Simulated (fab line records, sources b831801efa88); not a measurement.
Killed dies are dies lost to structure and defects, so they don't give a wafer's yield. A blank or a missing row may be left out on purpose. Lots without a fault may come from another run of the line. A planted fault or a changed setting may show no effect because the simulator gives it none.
Which tool did it? | flow gf180mcu | 24 lots, 72 wafers sampled, at 6 steps of a route of 602

WHAT THE GAUGES READ, wafer by wafer
GF_M4_OVL_MEAS_15.
lot  | measured     | on         | M4_OVL (nm)
L074 | day 23 11:28 | overlay-02 | 7 7 -4
L075 | day 23 23:14 | overlay-02 | -7 -2 4
L076 | day 24 03:39 | overlay-01 | -4 5 -3
L077 | day 24 16:21 | overlay-02 | 4 2 4
L078 | day 25 06:46 | overlay-02 | 4 6 -2
L079 | day 25 08:31 | overlay-01 | -5 -1 -4
L080 | day 25 19:24 | overlay-02 | 6 11 14
L081 | day 25 22:36 | overlay-01 | 2 11 6
L082 | day 26 07:49 | overlay-01 | 9 12 3
L083 | day 26 10:02 | overlay-01 | 8 5 14
L084 | day 27 01:44 | overlay-02 | 5 7 5
L085 | day 27 14:07 | overlay-01 | 3 10 10
L086 | day 27 16:34 | overlay-02 | 12 12 7
L087 | day 28 01:10 | overlay-02 | 9 11 9
L088 | day 28 08:52 | overlay-01 | 7 8 7
L089 | day 28 17:19 | overlay-02 | 8 -3 5
L090 | day 28 23:18 | overlay-01 | 13 13 5
L091 | day 29 03:09 | overlay-02 | 8 8 -3
L092 | day 29 09:06 | overlay-02 | 5 4 1
L093 | day 29 13:51 | overlay-01 | 5 7 -6
L094 | day 29 22:52 | overlay-02 | -10 -11 -13
L095 | day 30 03:17 | overlay-01 | 8 4 12
L096 | day 30 11:18 | overlay-01 | -4 -3 5
L097 | day 30 18:04 | overlay-02 | -1 3 -4

GF_V4_RS_MEAS_24: measures by four-point-probe.
lot  | measured     | on            | V4_W_RS (ohm/sq)
L074 | day 24 12:01 | film_metro-02 | 0.320 0.335 0.321
L075 | day 24 23:46 | film_metro-01 | 0.327 0.316 0.332
L076 | day 25 04:26 | film_metro-02 | 0.327 0.327 0.329
L077 | day 25 16:08 | film_metro-02 | 0.331 0.328 0.328
L078 | day 26 06:08 | film_metro-02 | 0.328 0.317 0.329
L079 | day 26 08:17 | film_metro-01 | 0.338 0.330 0.335
L080 | day 26 18:47 | film_metro-01 | 0.333 0.331 0.334
L081 | day 26 21:55 | film_metro-01 | 0.331 0.331 0.332
L082 | day 27 06:30 | film_metro-04 | 0.330 0.331 0.329
L083 | day 27 08:50 | film_metro-04 | 0.328 0.325 0.331
L084 | day 28 00:41 | film_metro-02 | 0.331 0.331 0.329
L085 | day 28 12:05 | film_metro-02 | 0.329 0.328 0.328
L086 | day 28 14:59 | film_metro-04 | 0.332 0.331 0.330
L087 | day 28 23:38 | film_metro-02 | 0.331 0.333 0.331
L088 | day 29 06:29 | film_metro-01 | 0.328 0.328 0.329
L089 | day 29 14:28 | film_metro-02 | 0.325 0.329 0.323
L090 | day 29 21:15 | film_metro-04 | 0.324 0.324 0.322
L091 | day 30 00:27 | film_metro-01 | 0.327 0.327 0.329
L092 | day 30 06:38 | film_metro-02 | 0.323 0.330 0.321
L093 | day 30 10:24 | film_metro-02 | 0.326 0.327 0.328
L094 | day 30 19:49 | film_metro-02 | 0.324 0.331 0.324
L095 | day 30 23:29 | film_metro-02 | 0.328 0.330 0.330
L096 | day 31 07:34 | film_metro-02 | 0.325 0.326 0.328
L097 | day 31 14:08 | film_metro-02 | 0.321 0.322 0.327

GF_M5_CD_MEAS_07: target cd 280 nm.
lot  | measured     | on        | cd_nm (nm)
L074 | day 26 08:25 | cd_sem-02 | 280.9 279.8 280.4
L075 | day 26 18:28 | cd_sem-02 | 280.7 278.8 280.6
L076 | day 26 23:38 | cd_sem-02 | 277.8 276.4 277.9
L077 | day 27 10:26 | cd_sem-01 | 280.0 279.2 280.3
L078 | day 28 00:43 | cd_sem-02 | 281.9 280.8 282.2
L079 | day 28 02:06 | cd_sem-01 | 280.7 280.6 282.2
L080 | day 28 12:28 | cd_sem-02 | 280.8 279.2 280.6
L081 | day 28 15:13 | cd_sem-02 | 277.4 276.6 276.7
L082 | day 28 23:07 | cd_sem-01 | 278.9 278.2 278.9
L083 | day 29 01:12 | cd_sem-01 | 280.2 280.9 280.5
L084 | day 29 16:53 | cd_sem-01 | 280.0 279.4 278.6
L085 | day 30 02:49 | cd_sem-02 | 280.8 279.9 280.4
L086 | day 30 05:46 | cd_sem-01 | 280.0 279.2 279.6
L087 | day 30 14:09 | cd_sem-02 | 278.0 277.1 277.4
L088 | day 30 20:22 | cd_sem-01 | 279.9 281.0 280.1
L089 | day 31 04:31 | cd_sem-02 | 279.3 280.3 280.5
L090 | day 31 11:13 | cd_sem-02 | 280.1 280.4 280.5
L091 | day 31 13:31 | cd_sem-02 | 281.0 279.2 280.5
L092 | day 31 19:10 | cd_sem-01 | 279.2 279.4 280.1
L093 | day 31 22:41 | cd_sem-01 | 281.9 281.7 281.0
L094 | day 32 07:33 | cd_sem-01 | 280.5 281.7 281.1
L095 | day 32 10:43 | cd_sem-02 | 280.3 279.5 280.2
L096 | day 32 17:44 | cd_sem-02 | 280.5 280.4 280.8
L097 | day 33 00:02 | cd_sem-02 | 280.1 278.2 278.9

GF_PASSIVATION_THK_MEAS_01.
lot  | measured     | on            | PASSIVATION_CVD_00_THK (nm)
L074 | day 28 05:07 | film_metro-01 | 989 1003 997
L075 | day 28 13:53 | film_metro-02 | 985 989 1019
L076 | day 28 18:48 | film_metro-04 | 994 1006 1018
L077 | day 29 05:07 | film_metro-04 | 992 1006 1013
L078 | day 29 19:46 | film_metro-04 | 1013 1024 996
L079 | day 29 21:27 | film_metro-04 | 997 989 1010
L080 | day 30 06:45 | film_metro-01 | 1015 996 1007
L081 | day 30 08:43 | film_metro-04 | 1005 1012 1022
L082 | day 30 17:12 | film_metro-02 | 988 997 1002
L083 | day 30 18:20 | film_metro-02 | 990 997 1011
L084 | day 31 09:32 | film_metro-01 | 993 996 998
L085 | day 31 19:04 | film_metro-04 | 975 1021 990
L086 | day 31 21:38 | film_metro-04 | 1005 981 983
L087 | day 32 05:34 | film_metro-01 | 984 1004 992
L088 | day 32 10:46 | film_metro-02 | 998 1003 995
L089 | day 32 20:16 | film_metro-01 | 1011 1008 991
L090 | day 33 01:20 | film_metro-02 | 998 1003 1003
L091 | day 33 04:10 | film_metro-04 | 995 996 1010
L092 | day 33 08:04 | film_metro-04 | 976 999 1006
L093 | day 33 11:08 | film_metro-04 | 996 984 1016
L094 | day 33 21:18 | film_metro-04 | 978 978 1001
L095 | day 33 23:39 | film_metro-04 | 1000 1022 1007
L096 | day 34 05:29 | film_metro-01 | 971 1009 997
L097 | day 34 11:21 | film_metro-04 | 985 1008 990

WHICH TOOL RAN EACH LOT (tool, then ch and the chambers of the sampled wafers, then the start)
lot  | GF_V5_SPUTTER_21             | GF_V5_CVD_23
L074 | pvd_sputter-02, day 27 07:09 | cvd_w-01 ch 0,1, day 27 07:17
L075 | pvd_sputter-03, day 27 16:44 | cvd_w-02 ch 0,1, day 27 16:50
L076 | pvd_sputter-03, day 27 21:22 | cvd_w-01 ch 0,1, day 27 21:28
L077 | pvd_sputter-03, day 28 08:20 | cvd_w-01 ch 1, day 28 08:26
L078 | pvd_sputter-03, day 28 22:49 | cvd_w-01 ch 0,1, day 28 22:57
L079 | pvd_sputter-02, day 29 00:40 | cvd_w-02 ch 0, day 29 00:46
L080 | pvd_sputter-02, day 29 10:10 | cvd_w-01 ch 0,1, day 29 10:16
L081 | pvd_sputter-02, day 29 12:33 | cvd_w-01 ch 0,1, day 29 12:41
L082 | pvd_sputter-02, day 29 20:35 | cvd_w-01 ch 0,1, day 29 20:44
L083 | pvd_sputter-02, day 29 22:12 | cvd_w-01 ch 0, day 29 22:18
L084 | pvd_sputter-02, day 30 13:55 | cvd_w-01 ch 0,1, day 30 14:01
L085 | pvd_sputter-03, day 30 23:39 | cvd_w-02 ch 0, day 30 23:45
L086 | pvd_sputter-03, day 31 02:26 | cvd_w-02 ch 0,1, day 31 02:34
L087 | pvd_sputter-03, day 31 10:40 | cvd_w-01 ch 1, day 31 10:46
L088 | pvd_sputter-03, day 31 15:59 | cvd_w-01 ch 0,1, day 31 16:05
L089 | pvd_sputter-03, day 32 00:26 | cvd_w-02 ch 0,1, day 32 00:34
L090 | pvd_sputter-04, day 32 06:32 | cvd_w-02 ch 0,1, day 32 06:41
L091 | pvd_sputter-02, day 32 08:52 | cvd_w-01 ch 0, day 32 08:58
L092 | pvd_sputter-04, day 32 14:09 | cvd_w-01 ch 0,1, day 32 14:17
L093 | pvd_sputter-02, day 32 16:52 | cvd_w-02 ch 0,1, day 32 16:58
L094 | pvd_sputter-04, day 33 03:37 | cvd_w-02 ch 0,1, day 33 03:43
L095 | pvd_sputter-04, day 33 06:00 | cvd_w-01 ch 0,1, day 33 06:06
L096 | pvd_sputter-02, day 33 12:08 | cvd_w-01 ch 0,1, day 33 12:14
L097 | pvd_sputter-04, day 33 18:11 | cvd_w-02 ch 0,1, day 33 18:17
- GF_V5_SPUTTER_21: material Ti, target thk 15 nm, time 80.02 s.
- GF_V5_CVD_23: deposits W, target thk 350 nm, time 104.9 s.

WHAT THE TOOLS THEMSELVES READ (means of the sampled wafers that have a number; where no wafer has one, the mark that the record gives instead)
GF_V5_SPUTTER_21.
lot  | tool           | substrate_temp_c (C) | throttle_valve_pct (%)
L074 | pvd_sputter-02 | 199.88               | 30.3
L075 | pvd_sputter-03 | 200.08               | 29.9
L076 | pvd_sputter-03 | 199.90               | 29.7
L077 | pvd_sputter-03 | 199.92               | 30.6
L078 | pvd_sputter-03 | 199.97               | 30.5
L079 | pvd_sputter-02 | 200.22               | 30.1
L080 | pvd_sputter-02 | 200.03               | 30.2
L081 | pvd_sputter-02 | 200.03               | 30.3
L082 | pvd_sputter-02 | 200.07               | 30.4
L083 | pvd_sputter-02 | 200.11               | 30.3
L084 | pvd_sputter-02 | 199.98               | 30.3
L085 | pvd_sputter-03 | 200.07               | 29.3
L086 | pvd_sputter-03 | 200.14               | 29.8
L087 | pvd_sputter-03 | 200.27               | 29.5
L088 | pvd_sputter-03 | 199.87               | 29.6
L089 | pvd_sputter-03 | 200.15               | 29.2
L090 | pvd_sputter-04 | 199.90               | 29.9
L091 | pvd_sputter-02 | 200.01               | 30.2
L092 | pvd_sputter-04 | 199.91               | 29.2
L093 | pvd_sputter-02 | 200.08               | 30.0
L094 | pvd_sputter-04 | 200.06               | 30.0
L095 | pvd_sputter-04 | 199.96               | 30.0
L096 | pvd_sputter-02 | 199.99               | 30.3
L097 | pvd_sputter-04 | 200.09               | 30.3

GF_V5_CVD_23.
lot  | tool     | heater_power_w (W)
L074 | cvd_w-01 | 867
L075 | cvd_w-02 | 807
L076 | cvd_w-01 | 884
L077 | cvd_w-01 | 874
L078 | cvd_w-01 | 880
L079 | cvd_w-02 | 858
L080 | cvd_w-01 | 890
L081 | cvd_w-01 | 897
L082 | cvd_w-01 | 884
L083 | cvd_w-01 | 908
L084 | cvd_w-01 | 904
L085 | cvd_w-02 | 863
L086 | cvd_w-02 | 823
L087 | cvd_w-01 | 865
L088 | cvd_w-01 | 885
L089 | cvd_w-02 | 784
L090 | cvd_w-02 | 841
L091 | cvd_w-01 | 928
L092 | cvd_w-01 | 881
L093 | cvd_w-02 | 798
L094 | cvd_w-02 | 827
L095 | cvd_w-01 | 904
L096 | cvd_w-01 | 875
L097 | cvd_w-02 | 783

THE ANSWER, worked out from the rows above alone
Rule: what is usual is taken from the lots themselves. Put in order of their means at a reading, lots are off if they are a third of the lots or fewer, leave a main group of 4 or more, and stand apart from it by a gap of 3 or more times the standard deviation of the main group's means; of several such gaps the widest counts. A main group whose means are all the same, to the digits that the tables above print for the reading, isn't used. A lot without any number at a reading at which 4 lots or more have one is off too. The other lots that the step has rows for count as sound. The gauges are gone through in route order, then the tools' own readings, and for those a lot's mean is taken as printed above. The first step at which some lot is off is used, and at that step the reading that is off furthest; a lot without a number counts as furthest.
No lot is off at any reading shown: from this, nothing can be told.

WHAT THE SIMULATOR HAD PUT IN
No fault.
